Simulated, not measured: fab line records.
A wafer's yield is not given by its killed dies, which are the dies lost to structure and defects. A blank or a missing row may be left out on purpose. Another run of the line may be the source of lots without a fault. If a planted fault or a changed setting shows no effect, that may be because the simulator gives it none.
Which tool did it? / flow gf180mcu / 11 lots with 33 wafers sampled at 6 steps, on a route of 602 steps

WHAT THE GAUGES SHOWED, per wafer
GF_V3_RS_MEAS_24: a four-point-probe measurement. Usual: V3_W_RS typically reads 0.324 ohm/sq, with standard deviation 0.0051.
lot=L445; measured=day 22 12:38; on=film_metro-01; V3_W_RS (ohm/sq)=0.329 0.323 0.337; flag=
lot=L447; measured=day 23 12:22; on=film_metro-02; V3_W_RS (ohm/sq)=0.317 0.327 0.329; flag=
lot=L448; measured=day 23 22:46; on=film_metro-01; V3_W_RS (ohm/sq)=0.319 0.320 0.318; flag=
lot=L449; measured=day 24 03:56; on=film_metro-02; V3_W_RS (ohm/sq)=0.322 0.329 0.320; flag=
lot=L450; measured=day 24 17:03; on=film_metro-02; V3_W_RS (ohm/sq)=0.323 0.332 0.324; flag=
lot=L451; measured=day 25 13:26; on=film_metro-02; V3_W_RS (ohm/sq)=0.318 0.320 0.324; flag=
lot=L452; measured=day 25 14:22; on=film_metro-04; V3_W_RS (ohm/sq)=0.326 0.329 0.318; flag=
lot=L453; measured=day 25 15:07; on=film_metro-01; V3_W_RS (ohm/sq)=0.322 0.326 0.320; flag=
lot=L454; measured=day 26 05:59; on=film_metro-04; V3_W_RS (ohm/sq)=0.317 0.329 0.325; flag=
lot=L455; measured=day 26 13:20; on=film_metro-04; V3_W_RS (ohm/sq)=0.330 0.319 0.319; flag=
lot=L460; measured=day 27 21:11; on=film_metro-02; V3_W_RS (ohm/sq)=0.327 0.322 0.256; flag=OFF

GF_V3_THK_MEAS_25: measures by xrf. Usual: V3_W_THK typically reads 347 nm, with standard deviation 6.2.
lot=L445; measured=day 22 12:44; on=film_metro-01; V3_W_THK (nm)=340 347 333; flag=
lot=L447; measured=day 23 12:28; on=film_metro-02; V3_W_THK (nm)=356 344 343; flag=
lot=L448; measured=day 23 22:52; on=film_metro-01; V3_W_THK (nm)=353 350 355; flag=
lot=L449; measured=day 24 04:02; on=film_metro-02; V3_W_THK (nm)=354 344 355; flag=
lot=L450; measured=day 24 17:10; on=film_metro-02; V3_W_THK (nm)=352 342 349; flag=
lot=L451; measured=day 25 13:34; on=film_metro-02; V3_W_THK (nm)=358 356 352; flag=
lot=L452; measured=day 25 14:29; on=film_metro-04; V3_W_THK (nm)=344 340 351; flag=
lot=L453; measured=day 25 15:13; on=film_metro-01; V3_W_THK (nm)=350 347 354; flag=
lot=L454; measured=day 26 06:05; on=film_metro-04; V3_W_THK (nm)=350 337 341; flag=
lot=L455; measured=day 26 13:26; on=film_metro-04; V3_W_THK (nm)=339 346 348; flag=
lot=L460; measured=day 27 21:17; on=film_metro-02; V3_W_THK (nm)=348 357 442; flag=OFF

WHAT TOOL EACH LOT RAN ON (gives the tool, then ch and the chambers of the sampled wafers, and finally the start)
lot=L445; GF_M3_SPUTTER_03=pvd_sputter-04, day 20 09:46; GF_M3_SPUTTER_04=pvd_sputter-04, day 20 09:47; GF_V3_SPUTTER_22=pvd_sputter-01, day 22 12:26; GF_V3_CVD_23=cvd_w-01 ch 0,1, day 22 12:31
lot=L447; GF_M3_SPUTTER_03=pvd_sputter-04, day 21 11:14; GF_M3_SPUTTER_04=pvd_sputter-04, day 21 11:16; GF_V3_SPUTTER_22=pvd_sputter-02, day 23 12:10; GF_V3_CVD_23=cvd_w-01 ch 0,1, day 23 12:14
lot=L448; GF_M3_SPUTTER_03=pvd_sputter-04, day 21 21:55; GF_M3_SPUTTER_04=pvd_sputter-04, day 21 21:58; GF_V3_SPUTTER_22=pvd_sputter-01, day 23 22:35; GF_V3_CVD_23=cvd_w-01 ch 0, day 23 22:38
lot=L449; GF_M3_SPUTTER_03=pvd_sputter-03, day 22 04:10; GF_M3_SPUTTER_04=pvd_sputter-03, day 22 04:11; GF_V3_SPUTTER_22=pvd_sputter-01, day 24 03:46; GF_V3_CVD_23=cvd_w-02 ch 0,1, day 24 03:48
lot=L450; GF_M3_SPUTTER_03=pvd_sputter-03, day 22 17:37; GF_M3_SPUTTER_04=pvd_sputter-03, day 22 17:38; GF_V3_SPUTTER_22=pvd_sputter-01, day 24 16:54; GF_V3_CVD_23=cvd_w-02 ch 0,1, day 24 16:56
lot=L451; GF_M3_SPUTTER_03=pvd_sputter-04, day 23 14:19; GF_M3_SPUTTER_04=pvd_sputter-04, day 23 14:20; GF_V3_SPUTTER_22=pvd_sputter-04, day 25 13:17; GF_V3_CVD_23=cvd_w-02 ch 0,1, day 25 13:20
lot=L452; GF_M3_SPUTTER_03=pvd_sputter-04, day 23 16:31; GF_M3_SPUTTER_04=pvd_sputter-04, day 23 16:32; GF_V3_SPUTTER_22=pvd_sputter-01, day 25 14:13; GF_V3_CVD_23=cvd_w-01 ch 0,1, day 25 14:15
lot=L453; GF_M3_SPUTTER_03=pvd_sputter-03, day 23 16:43; GF_M3_SPUTTER_04=pvd_sputter-03, day 23 16:44; GF_V3_SPUTTER_22=pvd_sputter-02, day 25 14:55; GF_V3_CVD_23=cvd_w-02 ch 0,1, day 25 14:59
lot=L454; GF_M3_SPUTTER_03=pvd_sputter-04, day 24 07:50; GF_M3_SPUTTER_04=pvd_sputter-04, day 24 07:51; GF_V3_SPUTTER_22=pvd_sputter-04, day 26 05:49; GF_V3_CVD_23=cvd_w-02 ch 0,1, day 26 05:51
lot=L455; GF_M3_SPUTTER_03=pvd_sputter-04, day 24 16:36; GF_M3_SPUTTER_04=pvd_sputter-04, day 24 16:37; GF_V3_SPUTTER_22=pvd_sputter-01, day 26 13:10; GF_V3_CVD_23=cvd_w-02 ch 0,1, day 26 13:12
lot=L460; GF_M3_SPUTTER_03=pvd_sputter-04, day 26 01:25; GF_M3_SPUTTER_04=pvd_sputter-04, day 26 01:26; GF_V3_SPUTTER_22=pvd_sputter-04, day 27 21:01; GF_V3_CVD_23=cvd_w-02 ch 0,1, day 27 21:03
- GF_M3_SPUTTER_03: material Ti, target thk 10 nm, time 6.7 s.
- GF_M3_SPUTTER_04: material TiN, target thk 50 nm, time 41.7 s.
- GF_V3_SPUTTER_22: material TiN, target thk 10 nm, time 40 s.
- GF_V3_CVD_23: deposits W, target thk 350 nm, time 104.9 s.

AS READ BY THE TOOLS THEMSELVES (means over the sampled wafers that have a number; for cases with no such wafer, the mark the record gives instead)
GF_M3_SPUTTER_03. Usual: substrate_temp_c 300.03 C, standard deviation 0.19; throttle_valve_pct 30.1 %, standard deviation 0.66.
lot=L445; tool=pvd_sputter-04; substrate_temp_c (C)=299.94; throttle_valve_pct (%)=30.0; flag=
lot=L447; tool=pvd_sputter-04; substrate_temp_c (C)=300.01; throttle_valve_pct (%)=30.0; flag=
lot=L448; tool=pvd_sputter-04; substrate_temp_c (C)=300.11; throttle_valve_pct (%)=30.0; flag=
lot=L449; tool=pvd_sputter-03; substrate_temp_c (C)=300.18; throttle_valve_pct (%)=29.9; flag=
lot=L450; tool=pvd_sputter-03; substrate_temp_c (C)=300.09; throttle_valve_pct (%)=30.1; flag=
lot=L451; tool=pvd_sputter-04; substrate_temp_c (C)=299.92; throttle_valve_pct (%)=30.0; flag=
lot=L452; tool=pvd_sputter-04; substrate_temp_c (C)=300.20; throttle_valve_pct (%)=29.9; flag=
lot=L453; tool=pvd_sputter-03; substrate_temp_c (C)=300.06; throttle_valve_pct (%)=29.5; flag=
lot=L454; tool=pvd_sputter-04; substrate_temp_c (C)=300.02; throttle_valve_pct (%)=30.0; flag=
lot=L455; tool=pvd_sputter-04; substrate_temp_c (C)=300.06; throttle_valve_pct (%)=30.0; flag=
lot=L460; tool=pvd_sputter-04; substrate_temp_c (C)=300.03; throttle_valve_pct (%)=29.7; flag=

GF_M3_SPUTTER_04. Usual: throttle_valve_pct reads 30.1 % (standard deviation 0.68).
lot=L445; tool=pvd_sputter-04; throttle_valve_pct (%)=30.2; flag=
lot=L447; tool=pvd_sputter-04; throttle_valve_pct (%)=29.9; flag=
lot=L448; tool=pvd_sputter-04; throttle_valve_pct (%)=29.9; flag=
lot=L449; tool=pvd_sputter-03; throttle_valve_pct (%)=29.9; flag=
lot=L450; tool=pvd_sputter-03; throttle_valve_pct (%)=30.0; flag=
lot=L451; tool=pvd_sputter-04; throttle_valve_pct (%)=30.0; flag=
lot=L452; tool=pvd_sputter-04; throttle_valve_pct (%)=30.0; flag=
lot=L453; tool=pvd_sputter-03; throttle_valve_pct (%)=29.6; flag=
lot=L454; tool=pvd_sputter-04; throttle_valve_pct (%)=30.0; flag=
lot=L455; tool=pvd_sputter-04; throttle_valve_pct (%)=30.0; flag=
lot=L460; tool=pvd_sputter-04; throttle_valve_pct (%)=29.9; flag=

GF_V3_SPUTTER_22. Usual: throttle_valve_pct reads 30.4 % (standard deviation 1.1).
lot=L445; tool=pvd_sputter-01; throttle_valve_pct (%)=31.3; flag=
lot=L447; tool=pvd_sputter-02; throttle_valve_pct (%)=28.8; flag=
lot=L448; tool=pvd_sputter-01; throttle_valve_pct (%)=32.2; flag=
lot=L449; tool=pvd_sputter-01; throttle_valve_pct (%)=30.3; flag=
lot=L450; tool=pvd_sputter-01; throttle_valve_pct (%)=31.3; flag=
lot=L451; tool=pvd_sputter-04; throttle_valve_pct (%)=30.0; flag=
lot=L452; tool=pvd_sputter-01; throttle_valve_pct (%)=30.2; flag=
lot=L453; tool=pvd_sputter-02; throttle_valve_pct (%)=29.6; flag=
lot=L454; tool=pvd_sputter-04; throttle_valve_pct (%)=29.9; flag=
lot=L455; tool=pvd_sputter-01; throttle_valve_pct (%)=31.4; flag=
lot=L460; tool=pvd_sputter-04; throttle_valve_pct (%)=29.8; flag=

GF_V3_CVD_23. Usual: heater_power_w reads 881 W (standard deviation 150).
lot=L445; tool=cvd_w-01; heater_power_w (W)=730; flag=
lot=L447; tool=cvd_w-01; heater_power_w (W)=732; flag=
lot=L448; tool=cvd_w-01; heater_power_w (W)=677; flag=
lot=L449; tool=cvd_w-02; heater_power_w (W)=982; flag=
lot=L450; tool=cvd_w-02; heater_power_w (W)=979; flag=
lot=L451; tool=cvd_w-02; heater_power_w (W)=1014; flag=
lot=L452; tool=cvd_w-01; heater_power_w (W)=735; flag=
lot=L453; tool=cvd_w-02; heater_power_w (W)=994; flag=
lot=L454; tool=cvd_w-02; heater_power_w (W)=915; flag=
lot=L455; tool=cvd_w-02; heater_power_w (W)=1007; flag=
lot=L460; tool=cvd_w-02; heater_power_w (W)=926; flag=

THE ANSWER, worked out from the rows above alone
Rule: a lot is off if the mean of its wafers that have a number lies more than 3 standard deviations from the usual mean. A lot without any number at a reading at which 4 lots or more have one is off too. Where the step has rows for the other lots, those lots are counted as sound. After the gauges, taken in route order, come the tools' own readings; for these a lot's mean is taken, as printed above. At the first step where some lot is off, the reading lying furthest off is the one used; lots without a number count as furthest.
Off: L460, at GF_V3_RS_MEAS_24 (V3_W_RS).
If a tool, at a process step before that reading, ran all the lots that are off and no sound lot after the first of them, it fits. Gauges at GF_V3_RS_MEAS_24: tried the same way as those tools. Can't be told from this: 3 tools fit, pvd_sputter-04 at GF_M3_SPUTTER_03 and GF_M3_SPUTTER_04 and GF_V3_SPUTTER_22, cvd_w-02 at GF_V3_CVD_23, film_metro-02 at GF_V3_RS_MEAS_24.

WHAT THE SIMULATOR HAD PUT IN
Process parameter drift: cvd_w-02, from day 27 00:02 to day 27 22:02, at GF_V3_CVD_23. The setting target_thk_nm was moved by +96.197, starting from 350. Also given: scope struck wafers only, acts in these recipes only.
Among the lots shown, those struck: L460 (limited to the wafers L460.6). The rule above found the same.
